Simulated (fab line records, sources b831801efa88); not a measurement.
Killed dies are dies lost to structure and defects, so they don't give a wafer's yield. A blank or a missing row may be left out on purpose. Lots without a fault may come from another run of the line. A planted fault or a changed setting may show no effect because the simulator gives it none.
Which tool did it? | flow gf180mcu | 13 lots, 39 wafers sampled, at 5 steps of a route of 602

WHAT THE GAUGES READ, wafer by wafer
GF_STI_THK_MEAS_24. Usual: STI_CVD_23_THK 648 nm, standard deviation 6.7.
lot  | measured    | on            | STI_CVD_23_THK (nm) | flag
L323 | day 2 04:40 | film_metro-01 | 655 654 648         |
L324 | day 2 09:52 | film_metro-01 | 642 650 650         |
L326 | day 2 22:19 | film_metro-01 | 646 645 644         |
L327 | day 3 01:01 | film_metro-03 | 653 639 642         |
L328 | day 3 04:55 | film_metro-03 | 642 647 644         |
L329 | day 3 11:23 | film_metro-01 | 652 658 658         |
L331 | day 3 21:04 | film_metro-01 | 658 663 663         |
L332 | day 4 02:15 | film_metro-02 | 660 667 659         |
L333 | day 4 07:26 | film_metro-02 | 657 652 653         |
L334 | day 4 11:41 | film_metro-03 | 652 635 643         |
L337 | day 5 02:51 | film_metro-01 | 649 647 639         |
L345 | day 6 21:56 | film_metro-02 | 651 632 641         |
L346 | day 7 02:51 | film_metro-01 | 633 640 640         |

GF_HV_LDD_THK_MEAS_57. Usual: HV_LDD_CVD_56_THK 90.2 nm, standard deviation 0.98.
lot  | measured     | on            | HV_LDD_CVD_56_THK (nm) | flag
L323 | day 12 13:06 | film_metro-03 | 91.2 91.1 90.9         |
L324 | day 12 22:19 | film_metro-03 | 89.9 90.1 89.9         |
L326 | day 13 14:13 | film_metro-01 | 90.4 90.0 90.6         |
L327 | day 13 17:16 | film_metro-04 | 89.3 89.6 89.4         |
L328 | day 14 19:27 | film_metro-01 | 89.5 90.0 89.4         |
L329 | day 14 09:13 | film_metro-04 | 89.7 90.3 90.1         |
L331 | day 15 02:14 | film_metro-01 | 89.8 90.2 89.8         |
L332 | day 15 11:24 | film_metro-04 | 89.1 88.7 88.8         |
L333 | day 15 22:24 | film_metro-03 | 90.7 90.9 91.2         |
L334 | day 16 02:25 | film_metro-03 | 89.3 90.2 89.3         |
L337 | day 17 06:47 | film_metro-03 | 90.5 91.7 91.0         |
L345 | day 19 20:27 | film_metro-04 | 90.2 90.3 89.6         |
L346 | day 20 12:07 | film_metro-04 | 91.0 91.6 90.9         |

GF_CONTACT_CD_MEAS_14: target cd 220 nm. Usual: cd_nm 220.0 nm, standard deviation 1.2.
lot  | measured     | on        | cd_nm (nm)        | flag
L323 | day 16 02:12 | cd_sem-01 | 221.0 221.5 221.1 |
L324 | day 16 12:28 | cd_sem-02 | 221.4 220.2 220.2 |
L326 | day 17 07:41 | cd_sem-01 | 220.5 221.0 221.2 |
L327 | day 17 10:02 | cd_sem-01 | 219.7 220.6 218.8 |
L328 | day 18 15:02 | cd_sem-02 | 220.1 219.5 219.2 |
L329 | day 18 04:09 | cd_sem-02 | 220.4 221.1 221.1 |
L331 | day 19 00:11 | cd_sem-02 | 220.2 221.3 220.5 |
L332 | day 19 09:22 | cd_sem-01 | 219.8 218.1 217.5 |
L333 | day 19 22:06 | cd_sem-02 | 218.5 219.0 219.7 |
L334 | day 20 03:18 | cd_sem-01 | 219.9 220.2 221.2 |
L337 | day 21 09:02 | cd_sem-01 | 221.3 220.8 219.4 |
L345 | day 23 20:20 | cd_sem-01 | 176.9 176.1 177.2 | OFF
L346 | day 24 11:25 | cd_sem-01 | 220.8 221.3 221.2 |

WHICH TOOL RAN EACH LOT (tool, then ch and the chambers of the sampled wafers, then the start)
lot  | GF_DNWELL_STRIP_08                  | GF_CONTACT_EXPOSE_11
L323 | plasma_asher-03 ch 0,1, day 2 20:23 | krf_scanner-01 ch 0, day 15 15:32
L324 | plasma_asher-04 ch 0,1, day 3 02:07 | krf_scanner-01 ch 0, day 16 01:04
L326 | plasma_asher-04 ch 0,1, day 3 15:43 | krf_scanner-02 ch 0, day 16 20:34
L327 | plasma_asher-03 ch 0,1, day 3 17:11 | krf_scanner-02 ch 0, day 16 22:50
L328 | plasma_asher-01 ch 0,1, day 3 21:23 | krf_scanner-01 ch 0, day 18 03:07
L329 | plasma_asher-04 ch 0,1, day 4 03:35 | krf_scanner-02 ch 0, day 17 17:12
L331 | plasma_asher-01 ch 0, day 4 12:59   | krf_scanner-02 ch 0, day 18 12:28
L332 | plasma_asher-04 ch 0,1, day 4 20:08 | krf_scanner-02 ch 0, day 18 22:01
L333 | plasma_asher-04 ch 0, day 5 00:32   | krf_scanner-02 ch 0, day 19 09:59
L334 | plasma_asher-04 ch 0,1, day 5 04:25 | krf_scanner-01 ch 0, day 19 15:29
L337 | plasma_asher-01 ch 0,1, day 5 20:38 | krf_scanner-01 ch 0, day 20 21:34
L345 | plasma_asher-01 ch 0,1, day 7 17:11 | krf_scanner-01 ch 0, day 23 09:16
L346 | plasma_asher-04 ch 0, day 7 20:50   | krf_scanner-02 ch 0, day 24 00:41
- GF_DNWELL_STRIP_08: strips in O2/N2.
- GF_CONTACT_EXPOSE_11: exposes mask Contact, target cd 220 nm.

WHAT THE TOOLS THEMSELVES READ (means of the sampled wafers that have a number; where no wafer has one, the mark that the record gives instead)
GF_DNWELL_STRIP_08. Usual: drypump_motor_current_A 5.7 A, standard deviation 0.58; heater_power_w 352 W, standard deviation 45; oes_product_au 0.722 a.u., standard deviation 0.0048; platen_temp_c 249.99 C, standard deviation 0.18; strip_time_to_endpoint_s 36.97 s, standard deviation 0.1.
lot  | tool            | drypump_motor_current_A (A) | heater_power_w (W) | oes_product_au (a.u.) | platen_temp_c (C) | strip_time_to_endpoint_s (s) | flag
L323 | plasma_asher-03 | 6.0                         | 355                | 0.724                 | 250.04            | 36.74                        |
L324 | plasma_asher-04 | 5.7                         | 329                | 0.718                 | 250.30            | 36.95                        |
L326 | plasma_asher-04 | 5.2                         | 335                | 0.719                 | 249.99            | 37.03                        |
L327 | plasma_asher-03 | 5.8                         | 391                | 0.723                 | 250.01            | 37.04                        |
L328 | plasma_asher-01 | 5.9                         | 340                | 0.721                 | 250.01            | 37.05                        |
L329 | plasma_asher-04 | 5.7                         | 332                | 0.720                 | 249.98            | 36.85                        |
L331 | plasma_asher-01 | 5.6                         | 374                | 0.721                 | 249.97            | 36.92                        |
L332 | plasma_asher-04 | 5.7                         | 325                | 0.723                 | 249.95            | 36.99                        |
L333 | plasma_asher-04 | 6.2                         | 323                | 0.721                 | 250.04            | 36.90                        |
L334 | plasma_asher-04 | 5.2                         | 334                | 0.723                 | 250.09            | 37.00                        |
L337 | plasma_asher-01 | 5.9                         | 345                | 0.724                 | 249.96            | 36.92                        |
L345 | plasma_asher-01 | 5.8                         | 365                | 0.722                 | 250.09            | 36.99                        |
L346 | plasma_asher-04 | 6.2                         | 322                | 0.723                 | 249.82            | 37.11                        |

THE ANSWER, worked out from the rows above alone
Rule: a lot is off if the mean of its wafers that have a number lies more than 3 standard deviations from the usual mean. A lot without any number at a reading at which 4 lots or more have one is off too. The other lots that the step has rows for count as sound. The gauges are gone through in route order, then the tools' own readings, and for those a lot's mean is taken as printed above. The first step at which some lot is off is used, and at that step the reading that is off furthest; a lot without a number counts as furthest.
Off: L345, at GF_CONTACT_CD_MEAS_14 (cd_nm).
A tool fits if, at a process step before that reading, it ran every lot that is off, and no sound lot after the first of them. The gauges at GF_CONTACT_CD_MEAS_14 are tried like those tools. Can't be told from this: 2 tools fit, plasma_asher-01 at GF_DNWELL_STRIP_08, krf_scanner-01 at GF_CONTACT_EXPOSE_11.

WHAT THE SIMULATOR HAD PUT IN
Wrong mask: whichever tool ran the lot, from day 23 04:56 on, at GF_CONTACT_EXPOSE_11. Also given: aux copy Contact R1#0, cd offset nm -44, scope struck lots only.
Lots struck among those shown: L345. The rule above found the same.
